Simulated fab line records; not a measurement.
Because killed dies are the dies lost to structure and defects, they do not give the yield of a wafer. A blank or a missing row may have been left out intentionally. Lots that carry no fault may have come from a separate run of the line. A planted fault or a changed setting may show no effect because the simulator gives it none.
fab line records -- flow gf180mcu
[record] lots = 14, wafers = 42, last-day = 34
route steps=602 shown VT_IMPLANT@122 DUAL_GATE@149 POLY_GATE@167 HV_LDD@195
lots that met no fault: taken from a fault-free run of the same line
start-h: start of the lot's first displayed wafer, in hours after the record's first day -- wait-h: hours elapsed since this lot's preceding step -- " identical to the entry in the row above -- L1.1+2: a row that stands for several wafers -- - either no value or no given start -- * or withheld: withheld -- < > ~ a bound
route shown NAME@n: names a module that has steps shown in the file, with the first one's number in the route -- usual: mean and standard deviation over wafers with no fault -- same: alike in all rows -- chamber/n: place in a boat -- sites: each site's reading -- _std_site: their standard deviation -- _edge_site: outer sites' mean less inner sites' -- radius-mm: how far each site lies from the wafer's centre -- mask NAME#n: copy n -- behind: the last tool/chamber to shape the wafer -- hold: cause of the lot's hold/its duration in hours/its outcome -- device: which transistor (n, p or np) failed to switch -- end of line: the same wafers' tests at the end of the route -- step lacking rows: just its recipe -- killed: at the first sort, the dies lost to defects and structure; wafer yield is something else -- map: dies across one wafer; x = killed, . = not, _ = none there
set.NAME: the setting that was run; set.NAME@STEP: the one run at that earlier step -- model.NAME: the simulator's own value behind a step, which no gauge read
a sample of lots followed through the steps of the route, with each step as a table and each wafer as a row
services: when a tool's chamber went out of use (start-h, in hours from the record's first day, below 0 if earlier), for how many hours, and the reason
[[steps]]
[step GF_VT_IMPLANT_TW_MEAS_32]
[usual] VT_IMPLANT_3_TW = 268.3/1.9
lot.wafer,tool,chamber,start-h,wait-h,VT_IMPLANT_3_TW
L706.1,film-metro-03,-,143.09,0.1,269.4
L706.2,film-metro-03,-,143.09,0.1,268.9
L706.3,film-metro-03,-,143.09,0.1,269.4
L707.1,film-metro-04,-,148.39,0.1,271.7
L707.5,film-metro-04,-,148.39,0.1,270.8
L707.6,film-metro-04,-,148.39,0.1,272.3
L708.1,film-metro-02,-,153.24,0.1,265.8
L708.3,film-metro-02,-,153.24,0.1,266.3
L708.6,film-metro-02,-,153.24,0.1,265.8
L709.2,film-metro-03,-,163.15,0.1,266.4
L709.3,film-metro-03,-,163.15,0.1,266.3
L709.4,film-metro-03,-,163.15,0.1,267.7
L712.1,film-metro-03,-,180.19,0.1,268.4
L712.5,film-metro-03,-,180.19,0.1,268.6
L712.6,film-metro-03,-,180.19,0.1,266.6
L714.1,film-metro-04,-,192.74,0.1,268.8
L714.3,film-metro-04,-,192.74,0.1,269.5
L714.6,film-metro-04,-,192.74,0.1,269.2
L716.1,film-metro-02,-,207.05,0.1,264.9
L716.4,film-metro-02,-,207.05,0.1,263.9
L716.6,film-metro-02,-,207.05,0.1,263.8
L718.2,film-metro-04,-,219.20,0.1,271.7
L718.4,film-metro-04,-,219.20,0.1,270.6
L718.5,film-metro-04,-,219.20,0.1,270.1
L719.2,film-metro-03,-,226.95,0.1,268.6
L719.5,film-metro-03,-,226.95,0.1,270.0
L719.6,film-metro-03,-,226.95,0.1,268.9
L721.1,film-metro-04,-,239.09,0.1,270.1
L721.5,film-metro-04,-,239.09,0.1,271.0
L721.6,film-metro-04,-,239.09,0.1,271.7
L723.1,film-metro-03,-,251.74,0.1,267.7
L723.2,film-metro-03,-,251.74,0.1,268.0
L723.3,film-metro-03,-,251.74,0.1,266.5
L726.2,film-metro-03,-,271.75,0.1,265.3
L726.4,film-metro-03,-,271.75,0.1,267.2
L726.5,film-metro-03,-,271.75,0.1,267.3
L727.1,film-metro-04,-,279.04,0.1,269.7
L727.3,film-metro-04,-,279.04,0.1,269.7
L727.6,film-metro-04,-,279.04,0.1,267.5
L728.1,film-metro-04,-,286.40,0.1,268.8
L728.2,film-metro-04,-,286.40,0.1,270.2
L728.4,film-metro-04,-,286.40,0.1,269.8
[step GF_DUAL_GATE_EXPOSE_08]
[recipe] mask-id = Dualgate, target-cd-nm = 700, na = 0.6, source-shape = conventional, sigma-outer = 0.6, dose-mj = 140
lot.wafer,tool,chamber,start-h,wait-h,mask
L706.1+2+3,iline-stepper-02,0,169.43,-,Dualgate#0
L707.1+5+6,iline-stepper-01,0,176.02,-,Dualgate#0
L708.1+3+6,iline-stepper-02,0,181.07,-,Dualgate#0
L709.2+3+4,iline-stepper-01,0,192.65,-,Dualgate#0
L712.1+5+6,iline-stepper-02,0,208.57,-,Dualgate#0
L714.1+3+6,iline-stepper-01,0,221.88,-,Dualgate#0
L716.1+4+6,iline-stepper-02,0,237.38,-,Dualgate#0
L718.2+4+5,iline-stepper-02,0,249.44,-,Dualgate#0
L719.2+5+6,iline-stepper-01,0,257.64,-,Dualgate#0
L721.1+5+6,iline-stepper-01,0,270.15,-,Dualgate#0
L723.1+2+3,iline-stepper-01,0,283.27,-,Dualgate#0
L726.2+4+5,iline-stepper-02,0,304.04,-,Dualgate#0
L727.1+3+6,iline-stepper-01,0,314.03,-,Dualgate#0
L728.1+2+4,iline-stepper-01,0,320.99,-,Dualgate#0
[step GF_DUAL_GATE_OVL_MEAS_11]
[usual] DUAL_GATE_OVL = -1.5/1.5
lot.wafer,tool,chamber,start-h,wait-h,DUAL_GATE_OVL[nm]
L706.1,overlay-01,-,177.65,0.1,-1.2
L706.2,overlay-01,-,177.65,0.1,-1.5
L706.3,overlay-01,-,177.65,0.1,-2.7
L707.1,overlay-01,-,184.45,0.1,0.0
L707.5,overlay-01,-,184.45,0.1,-1.1
L707.6,overlay-01,-,184.45,0.1,-3.1
L708.1,overlay-01,-,189.55,0.1,-0.9
L708.3,overlay-01,-,189.55,0.1,-0.8
L708.6,overlay-01,-,189.55,0.1,-0.3
L709.2,overlay-01,-,200.60,0.1,-0.1
L709.3,overlay-01,-,200.60,0.1,-2.1
L709.4,overlay-01,-,200.60,0.1,-1.9
L712.1,overlay-01,-,217.25,0.1,-0.9
L712.5,overlay-01,-,217.25,0.1,-2.2
L712.6,overlay-01,-,217.25,0.1,0.9
L714.1,overlay-02,-,231.10,0.1,-0.9
L714.3,overlay-02,-,231.10,0.1,-0.4
L714.6,overlay-02,-,231.10,0.1,-2.8
L716.1,overlay-02,-,246.20,0.1,0.4
L716.4,overlay-02,-,246.20,0.1,-0.2
L716.6,overlay-02,-,246.20,0.1,0.7
L718.2,overlay-01,-,258.16,0.1,-0.3
L718.4,overlay-01,-,258.16,0.1,1.3
L718.5,overlay-01,-,258.16,0.1,-0.5
L719.2,overlay-02,-,266.16,0.1,-1.2
L719.5,overlay-02,-,266.16,0.1,-2.9
L719.6,overlay-02,-,266.16,0.1,-2.4
L721.1,overlay-02,-,279.60,0.1,-2.5
L721.5,overlay-02,-,279.60,0.1,0.9
L721.6,overlay-02,-,279.60,0.1,-0.4
L723.1,overlay-02,-,293.40,0.1,-2.0
L723.2,overlay-02,-,293.40,0.1,-1.5
L723.3,overlay-02,-,293.40,0.1,-1.2
L726.2,overlay-02,-,314.15,0.1,-5.0
L726.4,overlay-02,-,314.15,0.1,-4.8
L726.5,overlay-02,-,314.15,0.1,-4.5
L727.1,overlay-02,-,324.35,0.1,71.2
L727.3,overlay-02,-,324.35,0.1,72.9
L727.6,overlay-02,-,324.35,0.1,72.0
L728.1,overlay-02,-,331.69,0.1,68.5
L728.2,overlay-02,-,331.69,0.1,70.6
L728.4,overlay-02,-,331.69,0.1,70.0
[step GF_POLY_GATE_CD_MEAS_10]
[recipe] target-cd-nm = 280
[usual] cd-nm = 280.3/1
lot.wafer,tool,chamber,start-h,wait-h,cd-nm
L706.1,cd-sem-02,-,197.95,0.1,281.2
L706.2,cd-sem-02,-,197.95,0.1,280.6
L706.3,cd-sem-02,-,197.95,0.1,281.4
L707.1,cd-sem-01,-,205.52,0.1,280.2
L707.5,cd-sem-01,-,205.52,0.1,279.9
L707.6,cd-sem-01,-,205.52,0.1,280.0
L708.1,cd-sem-02,-,209.40,0.1,280.0
L708.3,cd-sem-02,-,209.40,0.1,280.8
L708.6,cd-sem-02,-,209.40,0.1,280.4
L709.2,cd-sem-02,-,222.12,0.1,278.7
L709.3,cd-sem-02,-,222.12,0.1,279.9
L709.4,cd-sem-02,-,222.12,0.1,280.5
L712.1,cd-sem-02,-,239.91,0.1,279.8
L712.5,cd-sem-02,-,239.91,0.1,279.8
L712.6,cd-sem-02,-,239.91,0.1,280.4
L714.1,cd-sem-02,-,253.95,0.1,279.6
L714.3,cd-sem-02,-,253.95,0.1,279.5
L714.6,cd-sem-02,-,253.95,0.1,280.9
L716.1,cd-sem-01,-,269.20,0.1,280.8
L716.4,cd-sem-01,-,269.20,0.1,279.4
L716.6,cd-sem-01,-,269.20,0.1,281.3
L718.2,cd-sem-01,-,281.07,0.1,281.0
L718.4,cd-sem-01,-,281.07,0.1,280.1
L718.5,cd-sem-01,-,281.07,0.1,280.2
L719.2,cd-sem-01,-,289.07,0.1,281.2
L719.5,cd-sem-01,-,289.07,0.1,280.9
L719.6,cd-sem-01,-,289.07,0.1,281.8
L721.1,cd-sem-01,-,302.56,0.1,280.9
L721.5,cd-sem-01,-,302.56,0.1,279.1
L721.6,cd-sem-01,-,302.56,0.1,279.0
L723.1,cd-sem-01,-,317.25,0.1,281.1
L723.2,cd-sem-01,-,317.25,0.1,281.2
L723.3,cd-sem-01,-,317.25,0.1,280.5
L726.2,cd-sem-02,-,338.47,0.1,282.3
L726.4,cd-sem-02,-,338.47,0.1,283.3
L726.5,cd-sem-02,-,338.47,0.1,283.4
L727.1,cd-sem-01,-,349.16,0.1,280.6
L727.3,cd-sem-01,-,349.16,0.1,280.3
L727.6,cd-sem-01,-,349.16,0.1,280.8
L728.1,cd-sem-02,-,356.46,0.1,280.8
L728.2,cd-sem-02,-,356.46,0.1,279.5
L728.4,cd-sem-02,-,356.46,0.1,280.3
[step GF_HV_LDD_CD_MEAS_19]
[recipe] target-cd-nm = 400
[usual] cd-nm = 399.6/2.5
lot.wafer,tool,chamber,start-h,wait-h,cd-nm
L706.1,cd-sem-02,-,236.00,0.1,397.3
L706.2,cd-sem-02,-,236.00,0.1,396.4
L706.3,cd-sem-02,-,236.00,0.1,397.0
L707.1,cd-sem-01,-,243.90,0.1,400.4
L707.5,cd-sem-01,-,243.90,0.1,402.2
L707.6,cd-sem-01,-,243.90,0.1,401.5
L708.1,cd-sem-02,-,246.95,0.1,399.3
L708.3,cd-sem-02,-,246.95,0.1,400.9
L708.6,cd-sem-02,-,246.95,0.1,399.2
L709.2,cd-sem-02,-,261.12,0.1,405.7
L709.3,cd-sem-02,-,261.12,0.1,407.1
L709.4,cd-sem-02,-,261.12,0.1,406.8
L712.1,cd-sem-01,-,281.70,0.1,396.4
L712.5,cd-sem-01,-,281.70,0.1,395.4
L712.6,cd-sem-01,-,281.70,0.1,395.8
L714.1,cd-sem-01,-,295.10,0.1,396.0
L714.3,cd-sem-01,-,295.10,0.1,399.9
L714.6,cd-sem-01,-,295.10,0.1,397.6
L716.1,cd-sem-01,-,310.80,0.1,400.6
L716.4,cd-sem-01,-,310.80,0.1,403.0
L716.6,cd-sem-01,-,310.80,0.1,402.9
L718.2,cd-sem-02,-,326.23,0.1,398.3
L718.4,cd-sem-02,-,326.23,0.1,398.4
L718.5,cd-sem-02,-,326.23,0.1,399.7
L719.2,cd-sem-02,-,332.36,0.1,399.6
L719.5,cd-sem-02,-,332.36,0.1,398.1
L719.6,cd-sem-02,-,332.36,0.1,399.2
L721.1,cd-sem-01,-,346.45,0.1,403.9
L721.5,cd-sem-01,-,346.45,0.1,402.2
L721.6,cd-sem-01,-,346.45,0.1,402.9
L723.1,cd-sem-02,-,362.40,0.1,396.7
L723.2,cd-sem-02,-,362.40,0.1,397.6
L723.3,cd-sem-02,-,362.40,0.1,396.1
L726.2,cd-sem-02,-,385.06,0.2,397.7
L726.4,cd-sem-02,-,385.06,0.2,397.8
L726.5,cd-sem-02,-,385.06,0.2,397.3
L727.1,cd-sem-01,-,398.81,0.1,398.3
L727.3,cd-sem-01,-,398.81,0.1,398.9
L727.6,cd-sem-01,-,398.81,0.1,399.6
L728.1,cd-sem-02,-,403.85,0.1,399.0
L728.2,cd-sem-02,-,403.85,0.1,401.5
L728.4,cd-sem-02,-,403.85,0.1,400.1
[[services]]
tool,chamber,start-h,hours,kind
iline-stepper-02,0,258.18,-,calibration
iline-stepper-01,-,258.67,2.2,repair
iline-stepper-01,0,259.84,-,calibration
[[key]]
[first-sign] step = GF_DUAL_GATE_OVL_MEAS_11, reading = DUAL_GATE_OVL, direction = up, sigmas = 49, usual = -1.5, struck = 70.9
effect none on later readings
met-at GF_DUAL_GATE_EXPOSE_08
struck-lots L727,L728
tester-left-out L727,L728
not-acting-at GF_VT_IMPLANT_TW_MEAS_32,GF_POLY_GATE_CD_MEAS_10,GF_HV_LDD_CD_MEAS_19
onset-between 283.27 314.03
also-fits time
[fault] kind = scanner-matching-overlay, tool = iline-stepper-01, chamber = -, onset-h = 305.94, steps = GF_DUAL_GATE_EXPOSE_08, offset = 73.619
// tester-left-out: of these lots the tester's yield and bins aren't shown, on N5 and GAA mostly nor the transistor test; their killed dies are dies lost to structure and defects alone, not to doping, threshold or leakage, so they don't give the yield
